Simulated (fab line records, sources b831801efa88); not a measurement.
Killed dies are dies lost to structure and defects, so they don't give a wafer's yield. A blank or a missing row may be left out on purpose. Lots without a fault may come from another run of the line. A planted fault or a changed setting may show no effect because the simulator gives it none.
Chamber matching | flow sky130 | SKY_LI_CONTACT_ETCH_15 on rie_diel-03: 4 sister chambers
The step etches PSG in C4F8/O2/Ar, stops on Si, target depth 600 nm. 4 wafers are shown with their chamber, then 7 later ones without.

WAFERS WITH THEIR CHAMBER
wafer  | chamber | rf_fwd_power_W (W)
L076.2 | 1       | 1495
L078.6 | 3       | 1495
L088.2 | 2       | 1492
L088.5 | 0       | 1497

WAFERS WITHOUT THEIR CHAMBER
wafer  | rf_fwd_power_W (W)
L088.6 | 1486
L091.1 | 1499
L091.2 | 1485
L091.5 | 1492
L093.1 | 1497
L093.3 | 1488
L093.4 | 1492

WHICH CHAMBER EACH WENT THROUGH
wafer  | from the rows above               | in truth
L088.6 | can't be placed: 2 or 1 or 3 or 0 | 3
L091.1 | can't be placed: 0 or 1 or 3 or 2 | 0
L091.2 | can't be placed: 2 or 1 or 3 or 0 | 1
L091.5 | can't be placed: 2 or 1 or 3 or 0 | 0
L093.1 | can't be placed: 0 or 1 or 3 or 2 | 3
L093.3 | can't be placed: 2 or 1 or 3 or 0 | 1
L093.4 | can't be placed: 2 or 1 or 3 or 0 | 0
Placed correctly: 0 of 7. Can't be placed from these rows: 7 (the true chamber is among the candidates in 7). Placed wrongly: 0.
How it was worked out, from the rows above alone: a wafer's distance from a chamber is the root of the sum, over the readings, of the square of ((its reading less the chamber's mean) divided by the reading's scatter). The wafer belongs to the nearest chamber; if the next one is less than 2 further off, it can't be placed. A chamber's mean is the mean of its shown wafers. The scatter: with one shown wafer a chamber, the root of the mean of the squares of how far each hidden wafer lies from its nearest shown one.
